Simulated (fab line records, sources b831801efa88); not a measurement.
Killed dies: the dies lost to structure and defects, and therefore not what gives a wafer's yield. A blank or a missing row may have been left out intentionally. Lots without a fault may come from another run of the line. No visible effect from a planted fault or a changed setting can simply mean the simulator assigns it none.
Which of the tools did it? | flow gf180mcu | 24 lots, 72 wafers sampled, at 5 steps of a route of 602

## WHAT EACH GAUGE READ, for each wafer
GF_M2_OVL_MEAS_15.
lot  | measured     | on         | M2_OVL (nm)
L074 | day 19 09:44 | overlay-02 | -1 -8 -6
L075 | day 19 09:59 | overlay-01 | -2 4 -5
L076 | day 20 02:32 | overlay-01 | 1 6 2
L077 | day 20 07:26 | overlay-01 | 4 8 3
L078 | day 20 20:29 | overlay-02 | 4 1 5
L079 | day 21 04:50 | overlay-01 | 2 5 -10
L080 | day 21 20:08 | overlay-02 | -6 1 1
L081 | day 22 02:27 | overlay-02 | 1 6 6
L082 | day 22 12:35 | overlay-02 | 6 1 1
L083 | day 22 19:17 | overlay-01 | -5 -2 -5
L084 | day 22 23:11 | overlay-02 | 5 1 3
L085 | day 23 07:23 | overlay-01 | -1 0 2
L086 | day 23 22:50 | overlay-02 | 3 -3 1
L087 | day 24 03:41 | overlay-01 | 7 -2 5
L088 | day 24 08:32 | overlay-01 | 7 13 11
L089 | day 24 18:15 | overlay-02 | -2 -8 1
L090 | day 25 00:02 | overlay-02 | 2 0 -2
L091 | day 25 07:11 | overlay-01 | 4 2 4
L092 | day 25 12:17 | overlay-02 | 6 7 3
L093 | day 26 04:05 | overlay-01 | 1 -1 1
L094 | day 26 06:44 | overlay-01 | -2 -3 -3
L095 | day 26 13:41 | overlay-01 | 4 0 1
L096 | day 26 22:09 | overlay-01 | 11 5 9
L097 | day 27 10:11 | overlay-01 | -2 2 2

GF_V3_THK_MEAS_25: measures by xrf.
lot  | measured     | on            | V3_W_THK (nm)
L074 | day 22 15:24 | film-metro-04 | 348 342 351
L075 | day 22 15:43 | film-metro-01 | 352 362 365
L076 | day 23 07:29 | film-metro-04 | 350 353 343
L077 | day 23 11:00 | film-metro-04 | 338 337 346
L078 | day 23 22:53 | film-metro-02 | 340 348 338
L079 | day 24 07:54 | film-metro-02 | 348 349 358
L080 | day 24 21:41 | film-metro-01 | 356 353 351
L081 | day 25 04:34 | film-metro-02 | 361 357 344
L082 | day 25 13:41 | film-metro-01 | 357 356 352
L083 | day 25 18:41 | film-metro-04 | 338 346 341
L084 | day 25 23:43 | film-metro-04 | 345 352 351
L085 | day 26 06:04 | film-metro-04 | 350 344 346
L086 | day 26 20:43 | film-metro-01 | 345 343 356
L087 | day 27 02:13 | film-metro-02 | 347 351 340
L088 | day 27 06:13 | film-metro-02 | 348 343 344
L089 | day 27 14:27 | film-metro-01 | 353 357 358
L090 | day 27 20:03 | film-metro-02 | 345 352 346
L091 | day 28 02:44 | film-metro-04 | 353 351 354
L092 | day 28 06:36 | film-metro-04 | 343 349 350
L093 | day 28 21:59 | film-metro-04 | 343 343 351
L094 | day 29 01:07 | film-metro-01 | 362 346 358
L095 | day 29 06:14 | film-metro-01 | 356 347 354
L096 | day 29 15:16 | film-metro-01 | 352 354 355
L097 | day 30 01:05 | film-metro-02 | 350 354 349

GF_V4_RS_MEAS_24: measures by four-point-probe.
lot  | measured     | on            | V4_W_RS (ohm/sq)
L074 | day 24 15:31 | film-metro-03 | 0.324 0.320 0.326
L075 | day 24 16:01 | film-metro-03 | 0.324 0.319 0.330
L076 | day 25 06:51 | film-metro-03 | 0.318 0.325 0.324
L077 | day 25 10:54 | film-metro-03 | 0.324 0.323 0.329
L078 | day 25 22:14 | film-metro-02 | 0.330 0.334 0.332
L079 | day 26 05:59 | film-metro-03 | 0.328 0.320 0.326
L080 | day 26 18:42 | film-metro-04 | 0.324 0.321 0.330
L081 | day 27 02:02 | film-metro-04 | 0.319 0.325 0.323
L082 | day 27 10:47 | film-metro-02 | 0.320 0.325 0.317
L083 | day 27 15:37 | film-metro-02 | 0.327 0.329 0.325
L084 | day 27 21:00 | film-metro-03 | 0.334 0.331 0.334
L085 | day 28 02:18 | film-metro-04 | 0.327 0.329 0.331
L086 | day 28 16:11 | film-metro-04 | 0.335 0.329 0.328
L087 | day 28 20:25 | film-metro-02 | 0.331 0.335 0.330
L088 | day 29 01:26 | film-metro-02 | 0.328 0.331 0.330
L089 | day 29 07:42 | film-metro-03 | 0.333 0.332 0.326
L090 | day 29 14:28 | film-metro-02 | 0.334 0.329 0.330
L091 | day 29 20:40 | film-metro-03 | 0.331 0.321 0.330
L092 | day 30 00:16 | film-metro-03 | 0.330 0.333 0.337
L093 | day 30 14:35 | film-metro-04 | 0.330 0.327 0.331
L094 | day 30 17:29 | film-metro-02 | 0.324 0.323 0.329
L095 | day 30 22:43 | film-metro-03 | 0.325 0.335 0.326
L096 | day 31 06:51 | film-metro-03 | 0.323 0.328 0.323
L097 | day 31 15:47 | film-metro-04 | 0.329 0.326 0.323

## TOOL THAT RAN EACH LOT (tool first, then ch and the chambers of the sampled wafers, then the start)
lot  | GF_V2_SPUTTER_22             | GF_V3_CVD_02
L074 | pvd-sputter-04, day 20 12:12 | pecvd-02 ch 0,1, day 21 14:23
L075 | pvd-sputter-01, day 20 12:26 | pecvd-01 ch 0,1,2, day 21 14:29
L076 | pvd-sputter-04, day 21 05:20 | pecvd-02 ch 1,2, day 22 06:58
L077 | pvd-sputter-02, day 21 09:03 | pecvd-02 ch 1,2, day 22 09:53
L078 | pvd-sputter-04, day 21 21:41 | pecvd-01 ch 1,2, day 22 22:04
L079 | pvd-sputter-02, day 22 06:45 | pecvd-04 ch 1,2, day 23 07:35
L080 | pvd-sputter-02, day 22 21:01 | pecvd-02 ch 0,2, day 23 21:50
L081 | pvd-sputter-01, day 23 03:32 | pecvd-01 ch 0,1, day 24 04:10
L082 | pvd-sputter-02, day 23 13:34 | pecvd-01 ch 0,1,2, day 24 13:21
L083 | pvd-sputter-01, day 23 20:22 | pecvd-01 ch 0,2, day 24 19:50
L084 | pvd-sputter-01, day 24 00:41 | pecvd-04 ch 0,1, day 25 00:30
L085 | pvd-sputter-04, day 24 07:31 | pecvd-01 ch 1,2, day 25 07:10
L086 | pvd-sputter-02, day 24 23:12 | pecvd-02 ch 0,2, day 25 22:27
L087 | pvd-sputter-01, day 25 04:07 | pecvd-04 ch 0,1,2, day 26 03:56
L088 | pvd-sputter-01, day 25 08:55 | pecvd-02 ch 0,1,2, day 26 07:53
L089 | pvd-sputter-01, day 25 18:11 | pecvd-02 ch 0,2, day 26 16:56
L090 | pvd-sputter-04, day 25 23:45 | pecvd-04 ch 0,1, day 26 22:23
L091 | pvd-sputter-01, day 26 06:09 | pecvd-04 ch 0,1, day 27 04:53
L092 | pvd-sputter-02, day 26 11:23 | pecvd-01 ch 0,1,2, day 27 08:48
L093 | pvd-sputter-02, day 27 03:01 | pecvd-02 ch 0,1,2, day 28 00:37
L094 | pvd-sputter-02, day 27 05:33 | pecvd-01 ch 1,2, day 28 03:54
L095 | pvd-sputter-02, day 27 12:20 | pecvd-02 ch 0,2, day 28 09:26
L096 | pvd-sputter-01, day 27 21:14 | pecvd-01 ch 0,1,2, day 28 18:40
L097 | pvd-sputter-01, day 28 07:34 | pecvd-01 ch 0,2, day 29 04:50
- GF_V2_SPUTTER_22: material TiN, target thk 10 nm, time 40 s.
- GF_V3_CVD_02: deposits SiO2 from TEOS, target thk 850 nm, time 94.851 s.

## AS READ BY THE TOOLS THEMSELVES (means over the sampled wafers that have a number; for cases with no such wafer, the mark the record gives instead)
GF_V2_SPUTTER_22.
lot  | tool           | throttle-valve-pct (%)
L074 | pvd-sputter-04 | 30.3
L075 | pvd-sputter-01 | 29.1
L076 | pvd-sputter-04 | 30.8
L077 | pvd-sputter-02 | 29.9
L078 | pvd-sputter-04 | 29.5
L079 | pvd-sputter-02 | 29.8
L080 | pvd-sputter-02 | 30.4
L081 | pvd-sputter-01 | 29.0
L082 | pvd-sputter-02 | 30.0
L083 | pvd-sputter-01 | 29.5
L084 | pvd-sputter-01 | 29.0
L085 | pvd-sputter-04 | 29.6
L086 | pvd-sputter-02 | 29.8
L087 | pvd-sputter-01 | 29.2
L088 | pvd-sputter-01 | 29.8
L089 | pvd-sputter-01 | 30.3
L090 | pvd-sputter-04 | 30.2
L091 | pvd-sputter-01 | 30.1
L092 | pvd-sputter-02 | 30.0
L093 | pvd-sputter-02 | 30.0
L094 | pvd-sputter-02 | 30.2
L095 | pvd-sputter-02 | 29.7
L096 | pvd-sputter-01 | 30.1
L097 | pvd-sputter-01 | 28.9

GF_V3_CVD_02.
lot  | tool     | heater-power-w (W)
L074 | pecvd-02 | 616
L075 | pecvd-01 | 663
L076 | pecvd-02 | 671
L077 | pecvd-02 | 701
L078 | pecvd-01 | 702
L079 | pecvd-04 | 625
L080 | pecvd-02 | 572
L081 | pecvd-01 | 693
L082 | pecvd-01 | 729
L083 | pecvd-01 | 792
L084 | pecvd-04 | 712
L085 | pecvd-01 | 744
L086 | pecvd-02 | 598
L087 | pecvd-04 | 640
L088 | pecvd-02 | 641
L089 | pecvd-02 | 571
L090 | pecvd-04 | 643
L091 | pecvd-04 | 637
L092 | pecvd-01 | 756
L093 | pecvd-02 | 612
L094 | pecvd-01 | 761
L095 | pecvd-02 | 621
L096 | pecvd-01 | 645
L097 | pecvd-01 | 808

## THE ANSWER, worked out from the rows above alone
Rule: usual is defined by the lots themselves. The widest of any qualifying gaps counts: lots, ordered by their means at a reading, are off when they make up no more than a third of the lots, leave a main group of 4 or more, and stand apart from it by 3 or more times the standard deviation of that group's means. The tables above print the reading to a certain number of digits; a main group whose means all agree to those digits is not used. Also off: a lot with no number at a reading for which 4 or more lots have one. Any other lot the step has rows for is counted as sound. After the gauges, taken in route order, come the tools' own readings; for these a lot's mean is taken, as printed above. The first step at which some lot is off is used, and at that step the reading that is off furthest; a lot without a number counts as furthest.
Nothing can be told from this: no lot is off at any reading shown.

## WHAT HAD BEEN PUT IN BY THE SIMULATOR
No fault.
